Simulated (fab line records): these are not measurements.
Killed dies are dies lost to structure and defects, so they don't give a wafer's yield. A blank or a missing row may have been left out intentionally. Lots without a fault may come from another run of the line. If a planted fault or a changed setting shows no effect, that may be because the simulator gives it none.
Problem report in the 8D (eight disciplines) form, filled by code    flow gf180mcu    the parts of the form that need people (team, actions taken, sign-off) are left out

## 1. THE ISSUE
GF_V2_ETCH_17, oes-product-au: mean 0.908 a.u. on 2 wafers (1 lot); fault-free wafers 0.857 a.u., standard deviation 0.0046. That puts it +11 standard deviations away from the usual mean.
The step: etches SiO2 in C4F8/O2/Ar, stops on TiN, target depth 630 nm.
The step gives no start for some of these wafers. The record holds 15 wafers of 5 lots with a number at this step. By rule, "out" or "out of limits" means more than 4 standard deviations away from the usual mean. The rest of the wafers with a number are treated as sound.

## 2. WHAT IT IS AND WHAT IT IS NOT
question                     is              is not
which readings at this step  oes-product-au  -
which lots                   L540            L531, L533, L541, L544
which wafers of those lots   L540.1, L540.3  L540.6
read on which tools          rie-diel-03     rie-diel-01

## 3. SUSPECTS, AND WHAT RULES EACH OUT
Counting: if a tool at a process step up to the reading ran every lot that is out, it stays a suspect. Sound lots after the first of them don't rule it out here, since some wafers of a struck lot are sound.
- rie-metal-01 at GF_M2_METAL_ETCH_16 (etches the open film in Cl2/BCl3, stops on SiO2, target depth 750.8 nm, time 125.1 s): kept. L540, the lot that is out, went through it at day 24 16:25; up to then, the latest sound lot through it was L533 at day 21 22:37.
- pecvd-01 at GF_V2_CVD_02 (deposits SiO2 from TEOS, target thk 850 nm, time 94.851 s): kept. It ran the lot that is out, L540 (day 24 17:13).
- cmp-02 at GF_V2_CMP_04 (polishes SiO2): kept. L540, the lot that is out, went through it at day 24 17:23; up to then, the latest sound lot through it was L533 at day 21 23:32.
- rie-diel-03 at GF_V2_ETCH_17 (etches SiO2 in C4F8/O2/Ar, stops on TiN, target depth 630 nm): kept. L540, the lot that is out, went through it at day 25 15:35; up to then, the latest sound lot through it was L533 at day 23 00:00. Its own readings are out on those wafers: oes-product-au. GF_V2_ETCH_17: start missing for some lots; hours and lot order therefore follow GF_V2_STRIP_18.
- Within cmp-02 at GF_V2_CMP_04: the wafers that are out ran in chambers 0, 2; their sound lot-mates ran in chamber 1.
- Within rie-diel-03 at GF_V2_ETCH_17: the wafers that are out ran in chambers 0, 2; their sound lot-mates ran in chamber 1.
Left after counting: rie-metal-01 at GF_M2_METAL_ETCH_16, pecvd-01 at GF_V2_CVD_02, cmp-02 at GF_V2_CMP_04, rie-diel-03 at GF_V2_ETCH_17.

## 4. THE CAUSE (what the simulator had put in)
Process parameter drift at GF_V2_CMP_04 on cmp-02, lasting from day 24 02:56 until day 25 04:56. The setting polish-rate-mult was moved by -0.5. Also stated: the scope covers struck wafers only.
This tool is one of the 4 suspects left after counting.

## 5. THE EFFECT CHAIN, in route order
Rows list readings where the struck wafers' mean (over those with a number) sits beyond 3 standard deviations from the usual. Scope: only readings with a usual standard deviation given in the record; hours: median across lots of the time from each lot's start at the first step in this table that gives one to its start at this step; sigmas: change in usual standard deviations.
hours  step           reading             usual       on struck wafers  change  sigmas
0      GF_V2_CMP_04   time-to-endpoint-s  80 s        98                +18     +3.0
-      GF_V2_ETCH_17  oes-product-au      0.857 a.u.  0.908             +0.051  +11
Its process steps:
- GF_V2_CMP_04: polishes SiO2.
- GF_V2_ETCH_17: etches SiO2 in C4F8/O2/Ar, stops on TiN, target depth 630 nm.
Later steps that measure or inspect, where all struck wafers having a row at the step show a number for every such reading and not one has moved that far: GF_V2_RS_MEAS_24, GF_V2_THK_MEAS_25.

## 6. HOW IT WOULD HAVE BEEN CAUGHT EARLIER
Tool readings at GF_V2_CMP_04 with a usual standard deviation given in the record: none out on any struck wafer, hence no alarm at a limit of 4 standard deviations on them.
